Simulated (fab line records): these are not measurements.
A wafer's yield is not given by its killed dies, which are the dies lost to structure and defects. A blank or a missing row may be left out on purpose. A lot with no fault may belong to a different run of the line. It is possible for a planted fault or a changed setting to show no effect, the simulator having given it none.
The tool behind it: which one? | flow gf180mcu | 7 lots with 21 wafers sampled at 4 steps, on a route of 602 steps

== WHAT THE GAUGES SHOWED, per wafer ==
GF_M3_THK_MEAS_06: measures by xrf.
lot  | measured     | on            | M3_ALCU_THK (nm)
L959 | day 21 03:50 | film metro-04 | 438 438 438
L962 | day 22 09:49 | film metro-04 | 493 489 494
L970 | day 25 03:29 | film metro-04 | 436 437 446
L972 | day 25 19:05 | film metro-04 | 437 434 435
L974 | day 26 06:44 | film metro-03 | 433 434 436
L978 | day 27 13:25 | film metro-04 | 435 435 435
L980 | day 28 03:11 | film metro-04 | 435 442 441

== WHAT TOOL EACH LOT RAN ON (gives the tool, then ch and the chambers of the sampled wafers, and finally the start) ==
lot  | GF_CONTACT_SPUTTER_23        | GF_V2_CMP_26                  | GF_M3_SPUTTER_04
L959 | pvd sputter-02, day 16 21:22 | cmp-01 ch 0,2,3, day 21 03:12 | pvd sputter-01, day 21 03:41
L962 | pvd sputter-04, day 18 02:53 | cmp-01 ch 0,2, day 22 09:09   | pvd sputter-01, day 22 09:38
L970 | pvd sputter-02, day 21 01:07 | cmp-02 ch 0,1,3, day 25 02:50 | pvd sputter-01, day 25 03:19
L972 | pvd sputter-04, day 21 19:07 | cmp-02 ch 2,3, day 25 18:27   | pvd sputter-01, day 25 18:56
L974 | pvd sputter-04, day 22 07:52 | cmp-02 ch 2,3, day 26 06:06   | pvd sputter-04, day 26 06:35
L978 | pvd sputter-04, day 23 18:16 | cmp-02 ch 1,3, day 27 12:46   | pvd sputter-03, day 27 13:15
L980 | pvd sputter-02, day 24 10:26 | cmp-01 ch 1,3, day 28 02:33   | pvd sputter-03, day 28 03:02
- GF_CONTACT_SPUTTER_23: material TiN, target thk 10 nm, time 40 s.
- GF_V2_CMP_26: polishes, stops on SiO2, t overpolish 15 s, target thk 0 nm.
- GF_M3_SPUTTER_04: material TiN, target thk 50 nm, time 41.7 s.

== THE ANSWER, worked out from the rows above alone ==
Rule: the usual values come from the lots themselves. Put in order of their means at a reading, lots are off if they are a third of the lots or fewer, leave a main group of 4 or more, and stand apart from it by a gap of 3 or more times the standard deviation of the main group's means; of several such gaps the widest counts. A main group is skipped when, at the precision printed for the reading in the tables above, its means are all equal. Also off: a lot with no number at a reading for which 4 or more lots have one. Any other lot the step has rows for is counted as sound.
Off: at GF_M3_THK_MEAS_06 (M3_ALCU_THK), L962. The main group: mean 437 nm, standard deviation 2.1.
A tool fits if, at a process step before that reading, it ran every lot that is off, and no sound lot after the first of them. The gauges at GF_M3_THK_MEAS_06 are tried like those tools. Of those tried, none fits.

== WHAT THE SIMULATOR HAD INSERTED ==
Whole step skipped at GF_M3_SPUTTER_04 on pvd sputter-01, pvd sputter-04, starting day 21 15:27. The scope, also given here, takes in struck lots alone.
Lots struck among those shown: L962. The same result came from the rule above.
